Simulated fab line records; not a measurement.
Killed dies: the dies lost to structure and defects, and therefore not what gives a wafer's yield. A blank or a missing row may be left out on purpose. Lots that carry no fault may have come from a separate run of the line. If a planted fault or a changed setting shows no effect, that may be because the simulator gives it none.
Comparing a struck lot with a sound one || flow gf180mcu || 35 steps out of a route of 602
Sound: wafers L439.1, L439.3, L439.5. Wafers L431.2, L431.3, L431.5 were the ones struck. Last of all comes the cause.
Per side, at each step with rows, come the tool, then ch with its chambers, and then its first start. Under that, the readings that differ: sound wafers || struck wafers || difference of the means || sigmas: that difference in standard deviations of wafers without a fault.
alike: same words and numbers on both sides, and readings whose means sit less than 2 such deviations apart. not compared: any withheld reading, any reading some wafer has no value for, any bound like >300 that may hide the same value, and any number with overlapping values for which the record gives no deviation.
The two part at a step that has a row with sigmas, a row that says differs or no value, or rows on one side only. Non-overlapping numbers with no deviation appear without sigmas and do not part them. A reading that every wafer of one side lacks parts them only if that side has two wafers or more.

first, 5 steps without rows for these wafers: GF_LVPWELL_COAT_02 (resist thk 3000 nm); GF_LVPWELL_SOFTBAKE_03; GF_LVPWELL_EXPOSE_04 (exposes mask LVPWELL, target cd 600 nm); GF_LVPWELL_PEB_05; GF_LVPWELL_DEVELOP_06 (develop time 60 s).
GF_LVPWELL_OVL_MEAS_07:
  sound on overlay-01, day 7 12:26; struck on overlay-01, day 5 13:11
  alike: LVPWELL_OVL
then, 2 steps without rows for these wafers: GF_LVPWELL_IMPLANT_08; GF_LVPWELL_IMPLANT_09.
GF_LVPWELL_STRIP_10: strips in O2/N2.
  sound on plasma asher-04 ch 0,1, day 7 12:46; struck on plasma asher-01 ch 0,1, day 5 13:31
  alike: drypump motor current A, heater power w, oes product au, strip time to endpoint s
  not compared: rf hours counter h
GF_LVPWELL_TW_MEAS_11:
  sound on film metro-03, day 7 12:52; struck on film metro-04, day 5 13:37
  alike: LVPWELL_TW
then, 2 steps without rows for these wafers: GF_MVSD_DEHYDRATE_00 (time 60 s); GF_MVSD_HMDS_01 (prime time 60 s).
GF_MVSD_COAT_02: resist thk 3000 nm.
  sound on litho track-02 ch 0, day 7 20:01; struck on litho track-02, day 5 20:57
  no value came back on the struck wafers for chill plate temp C (C), dispense pressure kPa (kPa), exhaust pa (Pa), spin speed rpm (rpm); on the sound wafers chill plate temp C (C) reads 23.16 23.17 23.07
then, 4 steps without rows for these wafers: GF_MVSD_SOFTBAKE_03; GF_MVSD_EXPOSE_04 (exposes mask MVSD, target cd 1000 nm); GF_MVSD_PEB_05; GF_MVSD_DEVELOP_06 (develop time 60 s).
GF_MVSD_OVL_MEAS_07:
  sound on overlay-02, day 8 04:10; struck on overlay-01, day 6 04:32
{"reading": "MVSD_OVL (nm)", "sound": "0.9 -0.1 1.2", "struck": "- - -", "difference": "no value on the struck wafers", "sigmas": ""}
then, 2 steps without rows for these wafers: GF_MVSD_IMPLANT_08; GF_MVSD_IMPLANT_09.
GF_MVSD_STRIP_10: strips in O2/N2.
  sound on plasma asher-02 ch 0,1, day 8 04:31; struck on plasma asher-01 ch 0,1, day 6 04:52
  no value came back on the struck wafers for oes product au (a.u.), strip time to endpoint s (s); on the sound wafers oes product au (a.u.) reads 0.726 0.718 0.730
  alike: drypump motor current A, heater power w
  not compared: rf hours counter h
GF_MVSD_TW_MEAS_11:
  sound on film metro-03, day 8 04:37; struck on film metro-03, day 6 04:58
  alike: MVSD_TW
then, 7 steps without rows for these wafers: GF_MVPSD_DEHYDRATE_00 (time 60 s); GF_MVPSD_HMDS_01 (prime time 60 s); GF_MVPSD_COAT_02 (resist thk 3000 nm); GF_MVPSD_SOFTBAKE_03; GF_MVPSD_EXPOSE_04 (exposes mask MVPSD, target cd 1000 nm); GF_MVPSD_PEB_05; GF_MVPSD_DEVELOP_06 (develop time 60 s).
GF_MVPSD_OVL_MEAS_07:
  sound on overlay-02, day 8 21:01; struck on overlay-02, day 6 19:17
  alike: MVPSD_OVL
then, 2 steps without rows for these wafers: GF_MVPSD_IMPLANT_08; GF_MVPSD_IMPLANT_09.
GF_MVPSD_STRIP_10: strips in O2/N2.
  sound on plasma asher-03 ch 0,1, day 8 21:22; struck on plasma asher-03 ch 0, day 6 19:37
  alike: drypump motor current A, heater power w, oes product au, strip time to endpoint s
  not compared: rf hours counter h
GF_MVPSD_TW_MEAS_11:
  sound on film metro-03, day 8 21:28; struck on film metro-04, day 6 20:03
{"reading": "MVPSD_TW", "sound": "549 550 549", "struck": "1599 1595 1605", "difference": "+1050", "sigmas": "+99 or more"}
  not compared: hold
GF_PASSIVATION_PROBE_99:
  rows exist in the record for the sound wafers here (prober-02, day 33 14:43), none for the struck ones

WHERE THEY PART
Earliest at GF_MVSD_COAT_02; latest, in this record, at GF_PASSIVATION_PROBE_99.

WHY: what had been put in by the simulator
Whole step skipped at GF_MVSD_COAT_02 on litho track-02, starting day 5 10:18. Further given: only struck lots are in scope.
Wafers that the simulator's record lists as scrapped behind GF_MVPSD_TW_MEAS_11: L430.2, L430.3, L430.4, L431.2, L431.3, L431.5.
